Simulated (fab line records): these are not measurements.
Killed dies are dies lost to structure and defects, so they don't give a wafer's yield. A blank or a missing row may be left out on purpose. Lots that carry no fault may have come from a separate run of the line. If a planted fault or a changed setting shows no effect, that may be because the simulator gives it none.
Problem report, 8D (eight disciplines) form, completed by code / flow gf180mcu / the parts of the form that need people (team, actions taken, sign-off) are left out

1. PROBLEM STATEMENT
SAB_CVD_00_THK at GF_SAB_THK_MEAS_01 reads a mean of 62.3 nm on 3 wafers of 3 lots; wafers without a fault read 50.0 nm with a standard deviation of 0.75. That is +16 standard deviations from the usual mean.
Seen first at day 16 18:43 on film metro-01, wafer L613.2. The record holds 40 wafers of 14 lots with a number at this step. The rule behind "out" and "out of limits": a value lying over 4 standard deviations away from the usual mean. The other wafers with a number count as sound.

2. WHAT THIS IS AND IS NOT
question=which readings at this step | is=SAB_CVD_00_THK | is not=-
question=which lots | is=L613, L616, L617 | is not=L606, L607, L608, L609, L615, L621, L624, L625, L626, L627, L628
question=which wafers of those lots | is=L613.2, L616.3, L617.2 | is not=L613.4, L616.1, L616.6, L617.4
question=read on which gauges | is=film metro-01 | is not=film metro-02, film metro-04
question=when | is=from day 16 18:43 | is not=up to then (13 sound wafers); but 24 sound wafers of L615, L616, L617, L621, L624, L625, L626, L627, L628 came after

3. WHAT RULES OUT EACH SUSPECT
Counting: any tool at a process step up to the reading remains a suspect provided it ran every lot that is out. Sound lots after the first of them don't rule it out here, since some wafers of a struck lot are sound.
- the gauge at GF_SAB_THK_MEAS_01: kept. All the wafers that are out were read on film metro-01, and no step on other tools shows them out.
- pecvd-04 at GF_SAB_CVD_00 (deposits SiO2 from TEOS, target thk 50 nm, time 4.9302 s): kept. Every lot that is out went through it, the first being L613 (day 16 18:41); the last sound lot it ran before that was L609 (day 15 12:31).
Left after counting: pecvd-04 at GF_SAB_CVD_00, film metro-01 at GF_SAB_THK_MEAS_01.

4. THE CAUSE (what the simulator had put in)
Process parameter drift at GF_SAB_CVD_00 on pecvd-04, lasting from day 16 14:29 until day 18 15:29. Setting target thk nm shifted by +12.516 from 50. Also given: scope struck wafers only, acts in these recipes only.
Counting left 2 suspects, and this tool is among them.

5. THE CHAIN OF EFFECTS, in route order
One row per reading whose mean, taken over the struck wafers that have a number, lies over 3 standard deviations from the usual. Only readings for which the record gives a usual standard deviation are gone through. hours: the time from each lot's start at the first step in this table that gives one to its start at this step, as a median over the lots. sigmas: the change in usual standard deviations.
hours=0; step=GF_SAB_THK_MEAS_01; reading=SAB_CVD_00_THK; usual=50.0 nm; on struck wafers=62.3; change=+12.3; sigmas=+16

6. HOW IT WOULD HAVE BEEN CAUGHT EARLIER
Counted from the fault's start at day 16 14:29, it took 4 hours until the first out-of-limits reading at a measuring or inspecting step in this record, taken at day 16 18:43.
An alarm limit of 4 standard deviations would not have fired on the tool readings at GF_SAB_CVD_00 for which the record gives a usual standard deviation, since none of them was out on any struck wafer.
Lots out: 3; of these, L616, L617 started GF_SAB_CVD_00 on pecvd-04 after day 16 18:43. A hold on the tool at that time would have spared those 2.
